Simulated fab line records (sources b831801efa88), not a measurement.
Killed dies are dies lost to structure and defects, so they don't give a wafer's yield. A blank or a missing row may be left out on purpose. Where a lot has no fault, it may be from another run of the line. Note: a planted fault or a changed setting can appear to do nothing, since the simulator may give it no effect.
fab line records	flow sky130
record lots=13	wafers=39	lastDay=50
route steps=708 shown NWELL@80 VIA4@659 METAL5@675 PAD_OPEN@708
lots untouched by any fault: they come from a run of this same line in which no faults occurred
startH: start of the lot's first displayed wafer, in hours after the record's first day	waitH: hours from the lot's prior step to this one	" identical to the entry in the row above	L1.1+2: one row covering several wafers at once	- no value, or no start was given	* or withheld: withheld	< > ~ a bound
route shown NAME@n: NAME is a module with steps in the file, n the number in the route of the first one	usual: mean and standard deviation over wafers with no fault	same: alike in all rows	chamber/n: place in a boat	sites: each site's reading	_std_site: standard deviation of those values	_edge_site: outer sites' mean less inner sites'	radiusMm: for every site, how far away it sits from the centre of the wafer	mask NAME#n: copy n	behind: tool/chamber where the wafer was last shaped	hold: cause of the lot's hold/its duration in hours/its outcome	device: the n, p or np transistor that did not switch	end of line: tests run on the same wafers once the route is complete	for a step that has no rows: nothing shown but its recipe	killed: at the first sort, the dies lost to defects and structure; wafer yield is something else	map: a wafer's dies, x killed, . not, _ none there
set.NAME: the setting that was run; set.NAME@STEP: the one run at that earlier step	model.NAME: the simulator's own value behind a step, which no gauge read
one table for each step of the route and one row for each wafer, over a sample of lots
services: when a tool's chamber went out of use (startH, in hours from the record's first day, below 0 if earlier), for how many hours, and the reason
## steps
# step SKY_NWELL_CLEAN_27
# recipe chemistry=SC1/SC2	mix=1:4:20	tempC=70	timeS=150	dry=n2Spin
lot.wafer	tool	chamber	startH	waitH
L981.2+3+5	wetBench-03	2	113.19	0.0
L983.2+3+5	wetBench-03	3	125.44	0.0
L986.1+2+6	wetBench-02	0	129.97	0.1
L988.2+3+4	wetBench-03	3	146.55	0.0
L992.2+4+5	wetBench-02	3	168.29	0.0
L991.2+4+5	wetBench-02	0	168.84	0.0
L993.1+2+6	wetBench-02	2	180.79	0.1
L994.1+2+5	wetBench-01	2	182.54	0.1
L997.1+2+6	wetBench-01	2	206.21	0.1
L999.1+5+6	wetBench-03	1	214.54	0.1
L101.1+2+6	wetBench-03	1	223.49	0.1
L102.1+3+6	wetBench-02	1	231.04	0.1
L104.3+5+6	wetBench-02	2	242.64	0.0
# step SKY_VIA4_THK_MEAS_20
# recipe thkMeasGauge=xrf	reads=W_of_VIA4_CVD_18
# usual VIA4_W_THK=520/7.3
lot.wafer	tool	chamber	startH	waitH	VIA4_W_THK[nm]
L981.2	filmMetro-02	-	1026.57	0.1	535
L981.3	"	-	"	"	523
L981.5	"	-	"	"	521
L983.2	filmMetro-04	-	1031.98	0.1	500
L983.3	"	-	"	"	514
L983.5	"	-	"	"	508
L986.1	filmMetro-02	-	1036.26	0.1	531
L986.2	"	-	"	"	524
L986.6	"	-	"	"	523
L988.2	filmMetro-02	-	1054.24	0.1	526
L988.3	"	-	"	"	528
L988.4	"	-	"	"	532
L992.2	filmMetro-02	-	1066.50	0.1	532
L992.4	"	-	"	"	510
L992.5	"	-	"	"	513
L991.2	filmMetro-04	-	1068.49	0.1	512
L991.4	"	-	"	"	522
L991.5	"	-	"	"	514
L993.1	filmMetro-02	-	1081.84	0.1	519
L993.2	"	-	"	"	522
L993.6	"	-	"	"	523
L994.1	filmMetro-04	-	1082.94	0.1	528
L994.2	"	-	"	"	517
L994.5	"	-	"	"	529
L997.1	filmMetro-02	-	1109.37	0.1	510
L997.2	"	-	"	"	523
L997.6	"	-	"	"	519
L999.1	filmMetro-04	-	1128.96	0.1	516
L999.5	"	-	"	"	509
L999.6	"	-	"	"	520
L101.1	filmMetro-04	-	1130.72	0.1	506
L101.2	"	-	"	"	512
L101.6	"	-	"	"	504
L102.1	filmMetro-02	-	1132.38	0.1	520
L102.3	"	-	"	"	519
L102.6	"	-	"	"	514
L104.3	filmMetro-01	-	1143.61	0.1	521
L104.5	"	-	"	"	514
L104.6	"	-	"	"	520
# step SKY_VIA4_CMP_21
# recipe stopOn=SiO2	tOverpolishS=25	downForcePsi=3.5	platenRpm=60	targetThkNm=0	padVelocityMS=0.94248
# usual edgeZonePressureFrac=1.000/0.0048	motorCurrentA=10.8/0.61	overpolishRunS=25.000/0.0095	timeToEndpointS=124/4.9
lot.wafer	tool	chamber	startH	waitH	edgeZonePressureFrac	motorCurrentA	overpolishRunS	timeToEndpointS
L981.3	cmp-01	3	1026.72	0.1	0.998	9.7	25.001	119
L981.2	"	0	"	"	0.999	10.9	25.013	127
L981.5	"	2	"	"	1.002	11.7	24.997	123
L983.2	cmp-01	3	1032.08	0.1	0.998	10.2	24.999	115
L983.3	"	1	"	"	1.006	10.9	24.991	116
L983.5	"	2	"	"	0.994	11.2	24.995	115
L986.1	cmp-01	2	1036.37	0.1	1.006	10.7	25.022	122
L986.2	"	3	"	"	1.000	9.9	25.002	119
L986.6	"	1	"	"	0.999	11.5	24.997	117
L988.3	cmp-01	1	1054.29	0.0	1.003	11.3	24.988	120
L988.4	"	3	"	"	0.992	10.1	24.999	126
L988.2	"	0	"	"	1.000	11.2	25.002	125
L992.2	cmp-01	2	1066.60	0.1	1.006	10.6	25.019	121
L992.4	"	3	"	"	0.998	10.0	25.001	117
L992.5	"	1	"	"	0.998	10.7	25.019	118
L991.2	cmp-01	1	1068.64	0.1	1.005	10.6	25.002	123
L991.4	"	2	"	"	1.000	11.3	25.007	124
L991.5	"	0	"	"	0.999	11.1	25.020	122
L993.2	cmp-02	3	1081.90	0.0	0.990	10.2	24.989	127
L993.1	"	2	"	"	1.003	10.2	24.998	130
L993.6	"	3	"	"	0.999	9.8	25.014	126
L994.1	cmp-01	2	1083.10	0.1	0.997	10.8	24.991	129
L994.2	"	3	"	"	0.999	9.5	24.999	124
L994.5	"	1	"	"	1.002	11.2	24.989	123
L997.2	cmp-01	2	1109.58	0.2	1.002	10.6	25.014	122
L997.1	"	3	"	"	0.993	10.2	24.996	121
L997.6	"	2	"	"	1.002	10.7	25.003	122
L999.1	cmp-01	3	1129.17	0.2	0.998	9.5	24.989	125
L999.6	"	0	"	"	1.002	12.0	24.995	128
L999.5	"	1	"	"	1.003	11.1	25.002	123
L101.1	cmp-02	3	1130.83	0.1	1.006	10.2	25.005	125
L101.2	"	1	"	"	0.995	11.6	24.986	126
L101.6	"	2	"	"	1.002	10.2	24.981	119
L102.3	cmp-02	2	1132.49	0.1	0.998	10.4	25.003	123
L102.1	"	3	"	"	0.997	10.4	25.004	124
L102.6	"	1	"	"	1.003	11.8	25.005	120
L104.3	cmp-01	3	1143.80	0.2	1.002	10.0	24.998	122
L104.5	"	0	"	"	1.004	10.5	25.013	120
L104.6	"	1	"	"	1.000	11.0	25.004	120
# step SKY_METAL5_DESCUM_14
# recipe chemistry=O2	sourcePowerW=150	biasPowerW=0	pressureMtorr=10	tempC=40	timeS=11
# usual drypumpMotorCurrentA=5.8/0.51	heBacksideLeakSccm=3.35/0.23	oesProductAu=0.997/0.0069
lot.wafer	tool	chamber	startH	waitH	drypumpMotorCurrentA	heBacksideLeakSccm	oesProductAu	rfHoursCounterH
L981.2	rieMetal-04	1	1049.15	0.1	6.5	3.52	0.992	18
L981.3	"	1	"	"	6.5	3.66	0.991	-
L981.5	"	0	"	"	6.2	3.35	0.986	-
L983.2	rieMetal-03	0	1054.29	0.1	5.5	3.01	0.991	14
L983.3	"	0	"	"	5.5	3.03	0.991	-
L983.5	"	0	"	"	5.5	3.20	0.993	-
L986.1	rieMetal-02	1	1058.65	0.1	5.7	3.15	0.995	14
L986.2	"	0	"	"	5.0	3.32	0.986	17
L986.6	"	0	"	"	5.0	3.39	1.001	-
L988.2	rieMetal-03	0	1074.89	0.1	5.5	3.62	1.002	16
L988.3	"	1	"	"	5.9	3.40	1.000	-
L988.4	"	0	"	"	5.5	3.41	0.999	-
L992.2	rieMetal-04	0	1088.45	0.1	6.2	3.74	0.991	25
L992.4	"	0	"	"	6.3	3.52	0.992	-
L992.5	"	0	"	"	6.2	3.70	0.995	-
L991.2	rieMetal-03	1	1089.10	0.1	5.9	3.51	0.993	14
L991.4	"	1	"	"	5.9	3.63	0.994	-
L991.5	"	0	"	"	5.5	3.38	0.999	-
L993.1	rieMetal-04	1	1104.20	0.1	6.5	3.67	0.998	21
L993.2	"	0	"	"	6.2	3.62	0.985	26
L993.6	"	0	"	"	6.2	3.44	0.986	-
L994.1	rieMetal-03	0	1105.25	0.1	5.5	3.44	0.986	18
L994.2	"	1	"	"	5.9	3.48	1.001	15
L994.5	"	0	"	"	5.6	3.57	0.996	-
L997.1	rieMetal-02	0	1129.40	0.1	5.0	3.29	0.999	22
L997.2	"	1	"	"	5.7	3.53	0.997	20
L997.6	"	0	"	"	5.0	3.35	1.000	-
L999.1	rieMetal-03	0	1147.70	0.1	5.5	3.30	0.979	21
L999.5	"	1	"	"	5.9	3.51	1.002	-
L999.6	"	0	"	"	5.5	3.29	1.007	-
L101.1	rieMetal-02	1	1149.50	0.1	5.7	3.10	0.999	22
L101.2	"	0	"	"	5.0	3.21	1.000	24
L101.6	"	0	"	"	5.0	3.23	0.987	-
L102.1	rieMetal-04	1	1150.85	0.1	6.5	3.54	1.004	25
L102.3	"	0	"	"	6.3	3.45	0.999	-
L102.6	"	0	"	"	6.3	3.57	0.991	-
L104.3	rieMetal-02	0	1161.51	0.1	5.0	3.30	1.010	-
L104.5	"	0	"	"	4.9	3.26	1.005	-
L104.6	"	1	"	"	5.7	2.95	1.003	-
# step SKY_PAD_OPEN_PROBE_99
# usual killed_at_M0_to_M3=44/7.4	killed_at_M4_up=3.0/1.6	killedAtContacts=24/5	killedAtFrontEnd=15/4.6	killedAtOther=0.4/0.65	killedDies=86/9.6	killedOnRim=17/3.6	killedOpen=48/7.4	killedShort=38/6.9
# same grossDies=492	killedAtBackSide=0
lot.wafer	tool	chamber	startH	waitH	killed_at_M0_to_M3	killed_at_M4_up	killedAtContacts	killedAtFrontEnd	killedAtOther	killedDies	killedOnRim	killedOpen	killedShort
L981.2	prober-02	-	1093.20	0.1	61	2	31	22	0	116	16	83	33
L981.3	prober-02	-	1093.25	0.2	40	6	21	16	0	83	16	45	38
L981.5	prober-02	-	1093.35	0.2	53	4	32	18	0	107	19	66	41
L983.2	prober-02	-	1098.86	0.1	45	2	20	22	0	89	24	44	45
L983.3	prober-02	-	1098.91	0.2	46	5	29	19	0	99	14	51	48
L983.5	prober-02	-	1099.01	0.2	45	4	31	13	0	93	15	54	39
L986.1	prober-02	-	1109.46	0.1	45	5	23	12	0	85	18	50	35
L986.2	prober-02	-	1109.51	0.1	34	4	17	15	1	71	17	42	29
L986.6	prober-02	-	1109.71	0.2	36	2	24	16	1	79	13	44	35
L988.2	prober-02	-	1118.96	0.1	44	3	21	64	1	133	27	40	38
L988.3	prober-02	-	1119.01	0.2	31	1	26	68	0	126	23	39	30
L988.4	prober-02	-	1119.06	0.2	53	6	16	67	1	143	26	47	44
L992.2	prober-01	-	1132.52	0.1	42	4	26	13	0	85	13	48	36
L992.4	prober-01	-	1132.62	0.2	51	6	29	15	0	101	14	44	57
L992.5	prober-01	-	1132.67	0.2	44	7	26	16	0	93	19	39	54
L991.2	prober-02	-	1133.74	0.1	53	1	24	15	0	93	21	49	42
L991.4	prober-02	-	1133.84	0.2	48	2	26	16	0	92	20	58	34
L991.5	prober-02	-	1133.89	0.2	44	5	20	14	1	84	22	45	39
L993.1	prober-01	-	1145.91	0.1	47	3	20	12	1	83	12	39	44
L993.2	prober-01	-	1145.96	0.1	56	1	12	6	0	75	17	38	37
L993.6	prober-01	-	1146.16	0.2	42	1	19	8	0	70	9	44	26
L994.1	prober-02	-	1146.27	0.1	28	2	23	13	0	66	15	37	29
L994.2	prober-02	-	1146.32	0.1	36	4	32	11	0	83	18	49	34
L994.5	prober-02	-	1146.47	0.2	42	4	27	22	0	95	23	52	43
L997.1	prober-01	-	1168.06	0.1	45	3	19	16	0	83	16	39	42
L997.2	prober-01	-	1168.11	0.1	45	2	34	10	1	92	23	50	40
L997.6	prober-01	-	1168.31	0.2	58	2	24	10	0	94	14	49	44
L999.1	prober-01	-	1185.01	0.1	51	5	21	11	0	88	18	48	40
L999.5	prober-01	-	1185.21	0.2	49	4	27	11	1	92	18	49	43
L999.6	prober-01	-	1185.26	0.2	34	5	21	15	0	75	9	47	28
L101.1	prober-01	-	1187.26	0.1	46	3	33	12	0	94	22	51	43
L101.2	prober-01	-	1187.31	0.1	35	4	18	14	2	73	11	35	38
L101.6	prober-01	-	1187.51	0.2	48	2	23	11	0	84	14	58	26
L102.1	prober-02	-	1188.18	0.1	49	3	32	10	0	94	17	49	45
L102.3	prober-02	-	1188.28	0.2	48	1	30	13	0	92	19	54	38
L102.6	prober-02	-	1188.43	0.2	49	2	18	13	1	83	22	40	43
L104.3	prober-02	-	1196.22	0.2	36	1	18	16	0	71	8	49	19
L104.5	prober-02	-	1196.32	0.2	57	6	24	15	1	103	22	55	46
L104.6	prober-02	-	1196.37	0.2	33	5	24	7	2	71	14	50	20
# killed by level:class
L981.2 VIA1:geometricParticle:open=23 VIA3:geometricParticle:open=13 CONTACT:geometricParticle:open=11 FIELD_ISO:geometricParticle:open=10 VIA2:geometricParticle:open=9 LI_CONTACT:geometricParticle:open=6 CONTACT:geometricParticle:short=5 FIELD_ISO:geometricParticle:short=4
L981.3 VIA3:geometricParticle:open=11 VIA1:geometricParticle:open=7 CONTACT:geometricParticle:open=7 LI_CONTACT:geometricParticle:open=5 METAL1:geometricParticle:short=5 METAL3:geometricParticle:short=5 FIELD_ISO:geometricParticle:open=4 CONTACT:geometricParticle:short=4
L981.5 VIA1:geometricParticle:open=13 CONTACT:geometricParticle:open=12 VIA2:geometricParticle:open=11 VIA1:geometricParticle:short=9 VIA3:geometricParticle:open=7 LI_CONTACT:geometricParticle:open=6 LOCAL_INTERCONNECT:geometricParticle:short=5 FIELD_ISO:geometricParticle:short=4
L983.2 VIA1:geometricParticle:open=10 FIELD_ISO:geometricParticle:open=6 VIA3:geometricParticle:short=6 FIELD_ISO:geometricParticle:short=5 VIA1:geometricParticle:short=5 CONTACT:geometricParticle:open=5 CONTACT:geometricParticle:short=5 METAL1:geometricParticle:short=5
L983.3 VIA1:geometricParticle:open=14 CONTACT:geometricParticle:open=11 VIA3:geometricParticle:open=6 METAL1:geometricParticle:short=6 POLY_GATE:geometricParticle:short=5 LOCAL_INTERCONNECT:geometricParticle:short=5 VIA2:geometricParticle:open=5 METAL4:geometricParticle:short=5
L983.5 CONTACT:geometricParticle:open=19 VIA1:geometricParticle:open=14 VIA2:geometricParticle:open=7 FIELD_ISO:geometricParticle:short=6 LI_CONTACT:geometricParticle:open=6 METAL3:geometricParticle:short=6 METAL2:geometricParticle:short=5 CONTACT:geometricParticle:short=3
L986.1 VIA1:geometricParticle:open=13 VIA2:geometricParticle:open=10 CONTACT:geometricParticle:open=10 METAL2:geometricParticle:short=5 VIA3:geometricParticle:short=5 POLY_GATE:geometricParticle:open=4 LI_CONTACT:geometricParticle:open=4 LOCAL_INTERCONNECT:geometricParticle:short=4
L986.2 CONTACT:geometricParticle:open=6 VIA1:geometricParticle:short=6 VIA1:geometricParticle:open=6 VIA2:geometricParticle:open=6 VIA3:geometricParticle:open=6 LI_CONTACT:geometricParticle:open=5 METAL2:geometricParticle:short=4 FIELD_ISO:geometricParticle:short=3
L986.6 CONTACT:geometricParticle:open=10 POLY_GATE:geometricParticle:open=7 VIA3:geometricParticle:open=7 METAL2:geometricParticle:short=6 CONTACT:geometricParticle:short=5 VIA1:geometricParticle:open=5 VIA2:geometricParticle:open=4 VIA1:geometricParticle:short=4
L988.2 NWELL:unspecified=53 VIA1:geometricParticle:open=9 VIA2:geometricParticle:open=9 LI_CONTACT:geometricParticle:open=7 CONTACT:geometricParticle:short=7 VIA1:geometricParticle:short=7 METAL1:geometricParticle:short=5 CONTACT:geometricParticle:open=4
L988.3 NWELL:unspecified=57 LI_CONTACT:geometricParticle:open=9 VIA1:geometricParticle:open=7 METAL1:geometricParticle:short=6 LI_CONTACT:geometricParticle:short=5 CONTACT:geometricParticle:open=5 FIELD_ISO:geometricParticle:open=4 METAL3:geometricParticle:short=4
L988.4 NWELL:unspecified=52 VIA1:geometricParticle:open=13 METAL2:geometricParticle:short=10 VIA2:geometricParticle:open=8 LI_CONTACT:geometricParticle:open=6 VIA3:geometricParticle:open=5 FIELD_ISO:geometricParticle:open=4 CONTACT:geometricParticle:short=4
L992.2 CONTACT:geometricParticle:open=12 VIA1:geometricParticle:short=12 VIA1:geometricParticle:open=9 FIELD_ISO:geometricParticle:open=8 METAL2:geometricParticle:short=6 LI_CONTACT:geometricParticle:open=5 CONTACT:geometricParticle:short=5 VIA2:geometricParticle:open=5
L992.4 CONTACT:geometricParticle:open=14 METAL2:geometricParticle:short=8 VIA1:geometricParticle:open=8 METAL1:geometricParticle:short=7 METAL4:geometricParticle:short=6 VIA3:geometricParticle:open=6 VIA1:geometricParticle:short=5 FIELD_ISO:geometricParticle:open=4
L992.5 VIA1:geometricParticle:open=13 CONTACT:geometricParticle:open=9 LOCAL_INTERCONNECT:geometricParticle:short=8 METAL1:geometricParticle:short=8 VIA1:geometricParticle:short=7 METAL2:geometricParticle:short=6 METAL4:geometricParticle:short=5 FIELD_ISO:geometricParticle:open=4
L991.2 VIA1:geometricParticle:open=19 LI_CONTACT:geometricParticle:open=8 METAL1:geometricParticle:short=8 VIA2:geometricParticle:open=6 CONTACT:geometricParticle:short=5 CONTACT:geometricParticle:open=5 FIELD_ISO:geometricParticle:short=4 POLY_GATE:geometricParticle:short=4
L991.4 CONTACT:geometricParticle:open=11 METAL2:geometricParticle:short=11 VIA1:geometricParticle:open=11 VIA2:geometricParticle:open=9 LI_CONTACT:geometricParticle:open=6 FIELD_ISO:geometricParticle:open=4 CONTACT:geometricParticle:short=4 POLY_GATE:geometricParticle:open=3
L991.5 VIA1:geometricParticle:open=9 CONTACT:geometricParticle:open=7 LI_CONTACT:geometricParticle:open=6 VIA1:geometricParticle:short=5 METAL4:geometricParticle:short=5 METAL2:geometricParticle:short=5 VIA2:geometricParticle:open=5 VIA2:geometricParticle:short=5
L993.1 VIA1:geometricParticle:open=10 CONTACT:geometricParticle:short=7 LOCAL_INTERCONNECT:geometricParticle:short=6 METAL2:geometricParticle:short=6 VIA2:geometricParticle:short=5 METAL1:geometricParticle:short=4 POLY_GATE:geometricParticle:open=4 CONTACT:geometricParticle:open=4
L993.2 VIA1:geometricParticle:open=12 VIA2:geometricParticle:open=8 METAL2:geometricParticle:short=8 METAL1:geometricParticle:short=6 VIA1:geometricParticle:short=6 VIA3:geometricParticle:open=6 METAL3:geometricParticle:short=5 LI_CONTACT:geometricParticle:open=4
L993.6 VIA1:geometricParticle:open=13 LI_CONTACT:geometricParticle:open=9 VIA3:geometricParticle:open=7 METAL1:geometricParticle:short=4 VIA2:geometricParticle:open=4 LOCAL_INTERCONNECT:geometricParticle:short=3 VIA1:geometricParticle:short=3 METAL2:geometricParticle:short=3
L994.1 LI_CONTACT:geometricParticle:open=10 VIA1:geometricParticle:open=6 CONTACT:geometricParticle:open=5 FIELD_ISO:geometricParticle:short=4 CONTACT:geometricParticle:short=4 METAL1:geometricParticle:short=4 METAL2:geometricParticle:short=4 VIA2:geometricParticle:open=4
L994.2 LI_CONTACT:geometricParticle:open=12 CONTACT:geometricParticle:short=8 CONTACT:geometricParticle:open=7 METAL1:geometricParticle:short=7 VIA2:geometricParticle:open=7 VIA1:geometricParticle:open=6 VIA3:geometricParticle:open=5 FIELD_ISO:geometricParticle:short=3
L994.5 CONTACT:geometricParticle:open=9 VIA1:geometricParticle:open=9 POLY_GATE:geometricParticle:open=7 LI_CONTACT:geometricParticle:open=7 VIA1:geometricParticle:short=7 METAL1:geometricParticle:short=6 LOCAL_INTERCONNECT:geometricParticle:short=6 FIELD_ISO:geometricParticle:short=5
L997.1 VIA1:geometricParticle:open=11 CONTACT:geometricParticle:open=9 METAL1:geometricParticle:short=8 VIA3:geometricParticle:open=5 VIA3:geometricParticle:short=5 FIELD_ISO:geometricParticle:open=4 POLY_GATE:geometricParticle:short=4 METAL3:geometricParticle:short=4
L997.2 CONTACT:geometricParticle:open=11 VIA1:geometricParticle:open=11 LOCAL_INTERCONNECT:geometricParticle:short=7 VIA3:geometricParticle:open=7 LI_CONTACT:geometricParticle:open=6 VIA1:geometricParticle:short=6 CONTACT:geometricParticle:short=5 METAL2:geometricParticle:short=4
L997.6 VIA1:geometricParticle:open=16 VIA3:geometricParticle:open=11 METAL1:geometricParticle:short=6 VIA1:geometricParticle:short=6 VIA3:geometricParticle:short=6 LI_CONTACT:geometricParticle:short=5 LI_CONTACT:geometricParticle:open=5 CONTACT:geometricParticle:open=5
L999.1 VIA1:geometricParticle:open=19 LOCAL_INTERCONNECT:geometricParticle:short=7 METAL2:geometricParticle:short=7 LI_CONTACT:geometricParticle:open=6 VIA1:geometricParticle:short=6 VIA2:geometricParticle:open=5 FIELD_ISO:geometricParticle:open=4 CONTACT:geometricParticle:open=4
L999.5 VIA1:geometricParticle:open=15 CONTACT:geometricParticle:open=11 LI_CONTACT:geometricParticle:open=6 VIA3:geometricParticle:open=5 VIA2:geometricParticle:short=5 METAL3:geometricParticle:short=5 CONTACT:geometricParticle:short=4 LOCAL_INTERCONNECT:geometricParticle:short=4
L999.6 CONTACT:geometricParticle:open=11 VIA3:geometricParticle:open=7 VIA1:geometricParticle:open=6 CONTACT:geometricParticle:short=5 METAL1:geometricParticle:short=4 FIELD_ISO:geometricParticle:open=3 METAL3:geometricParticle:open=3 POLY_GATE:geometricParticle:short=3
L101.1 VIA1:geometricParticle:open=11 CONTACT:geometricParticle:short=10 LI_CONTACT:geometricParticle:open=9 VIA3:geometricParticle:open=8 CONTACT:geometricParticle:open=8 VIA2:geometricParticle:open=5 METAL1:geometricParticle:short=5 METAL2:geometricParticle:short=5
L101.2 CONTACT:geometricParticle:short=8 CONTACT:geometricParticle:open=8 VIA3:geometricParticle:open=6 METAL1:geometricParticle:short=6 VIA2:geometricParticle:open=6 POLY_GATE:geometricParticle:open=4 VIA1:geometricParticle:open=4 VIA2:geometricParticle:short=4
L101.6 VIA1:geometricParticle:open=13 LI_CONTACT:geometricParticle:open=11 VIA3:geometricParticle:open=8 CONTACT:geometricParticle:open=8 VIA2:geometricParticle:open=6 METAL1:geometricParticle:short=5 VIA2:geometricParticle:short=4 FIELD_ISO:geometricParticle:open=3
L102.1 CONTACT:geometricParticle:open=13 VIA1:geometricParticle:open=12 VIA1:geometricParticle:short=8 VIA3:geometricParticle:open=7 LOCAL_INTERCONNECT:geometricParticle:short=6 CONTACT:geometricParticle:short=6 LI_CONTACT:geometricParticle:open=5 METAL1:geometricParticle:short=5
L102.3 VIA1:geometricParticle:open=13 CONTACT:geometricParticle:open=10 LI_CONTACT:geometricParticle:open=7 VIA2:geometricParticle:open=7 CONTACT:geometricParticle:short=6 VIA1:geometricParticle:short=5 METAL1:geometricParticle:short=5 FIELD_ISO:geometricParticle:open=4
L102.6 VIA1:geometricParticle:short=11 VIA1:geometricParticle:open=11 METAL3:geometricParticle:short=6 LI_CONTACT:geometricParticle:open=6 FIELD_ISO:geometricParticle:open=4 CONTACT:geometricParticle:open=4 METAL2:geometricParticle:short=4 VIA2:geometricParticle:open=4
L104.3 VIA1:geometricParticle:open=11 VIA2:geometricParticle:open=7 CONTACT:geometricParticle:open=7 VIA3:geometricParticle:open=6 LI_CONTACT:geometricParticle:open=5 FIELD_ISO:geometricParticle:open=4 POLY_GATE:geometricParticle:open=4 LOCAL_INTERCONNECT:geometricParticle:short=4
L104.5 VIA1:geometricParticle:open=15 VIA3:geometricParticle:open=10 LI_CONTACT:geometricParticle:open=8 CONTACT:geometricParticle:open=7 METAL1:geometricParticle:short=7 METAL4:geometricParticle:short=5 METAL2:geometricParticle:short=5 VIA2:geometricParticle:open=5
L104.6 VIA1:geometricParticle:open=13 CONTACT:geometricParticle:open=10 LI_CONTACT:geometricParticle:open=6 VIA3:geometricParticle:open=5 LOCAL_INTERCONNECT:geometricParticle:short=4 METAL1:geometricParticle:short=3 METAL2:geometricParticle:short=3 VIA2:geometricParticle:open=3
## services
tool	chamber	startH	hours	kind
cmp-01	-	92.20	5.7	pm
cmp-01	-	178.66	1.3	repair
cmp-01	-	195.01	0.7	repair
cmp-01	-	208.09	5.5	repair
cmp-01	-	232.17	4.0	pm
cmp-01	-	280.07	3.7	repair
cmp-01	-	323.31	0.2	repair
cmp-01	-	356.25	0.8	repair
cmp-01	-	363.86	3.5	repair
cmp-01	-	460.99	4.9	pm
cmp-01	-	477.20	0.3	repair
cmp-01	-	522.57	4.6	repair
cmp-01	-	531.61	0.3	repair
cmp-01	-	557.80	1.0	repair
cmp-01	-	572.17	4.0	pm
cmp-01	-	577.65	0.6	repair
cmp-01	-	577.78	1.3	repair
cmp-01	-	654.68	2.7	repair
cmp-01	-	800.70	3.1	repair
cmp-01	-	808.97	1.9	repair
cmp-01	-	829.99	4.0	pm
cmp-01	-	842.75	0.4	repair
cmp-01	-	873.79	9.9	pm
cmp-01	-	903.37	2.6	repair
## key
firstSign step=SKY_PAD_OPEN_PROBE_99	reading=killedAtFrontEnd	direction=up	sigmas=11	usual=15	struck=66
effect step=SKY_PAD_OPEN_PROBE_99	reading=killedDies	direction=up	sigmas=4.9	usual=86	struck=134
metAt SKY_NWELL_CLEAN_27
struckLots L988
testerLeftOut L988
notActingAt SKY_VIA4_THK_MEAS_20,SKY_VIA4_CMP_21,SKY_METAL5_DESCUM_14
onsetBetween 125.44 146.55
fault kind=chamberParticleSource	tool=wetBench-03	chamber=-	onsetH=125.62	steps=SKY_NWELL_CLEAN_27	ratePerVisitCm2=1.4404	endH=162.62
# testerLeftOut: of these lots the tester's yield and bins aren't shown, on N5 and GAA mostly nor the transistor test; their killed dies are dies lost to structure and defects alone, not to doping, threshold or leakage, so they don't give the yield
